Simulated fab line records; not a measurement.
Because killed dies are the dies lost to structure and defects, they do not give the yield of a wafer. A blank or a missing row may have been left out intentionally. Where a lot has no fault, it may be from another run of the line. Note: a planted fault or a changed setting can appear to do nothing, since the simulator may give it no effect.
Matching of chambers -- flow gf180mcu -- 3 sister chambers for GF_V3_CVD_02 on pecvd-01
The step deposits SiO2 from TEOS, target thk 850 nm, time 94.851 s. 6 wafers are shown with their chamber, then 7 later ones without.

WAFERS PAIRED WITH THEIR CHAMBERS
wafer,chamber,heater-power-w (W)
L083.5,2,898
L092.2,1,674
L092.3,0,869
L092.6,2,756
L093.1,1,732
L093.3,0,913

WAFERS WITH NO CHAMBER GIVEN
wafer,heater-power-w (W)
L093.4,734
L095.1,765
L095.4,621
L095.6,894
L096.2,895
L096.4,936
L096.5,888

CHAMBER TAKEN BY EACH
wafer,from the rows above,in truth
L093.4,can't be placed: 1 or 2 or 0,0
L095.1,can't be placed: 1 or 2 or 0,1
L095.4,can't be placed: 1 or 2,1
L095.6,can't be placed: 0 or 2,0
L096.2,can't be placed: 0 or 2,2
L096.4,can't be placed: 0 or 2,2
L096.5,can't be placed: 0 or 2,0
Correct placement for 0 of the 7. Cannot be placed on the basis of these rows: 7; the candidates contain the true chamber in 7. 0 placed wrongly.
How it was worked out, from the rows above alone: a wafer's distance from a chamber is the root of the sum, over the readings, of the square of ((its reading less the chamber's mean) divided by the reading's scatter). If the next closest chamber is less than 2 further off than the closest, the wafer can't be placed; otherwise it belongs to the closest. A chamber's mean is the mean of its shown wafers. The scatter is the square root of a quotient: the sum, over the shown wafers, of each reading's squared deviation from its chamber's mean, divided by wafers minus chambers.
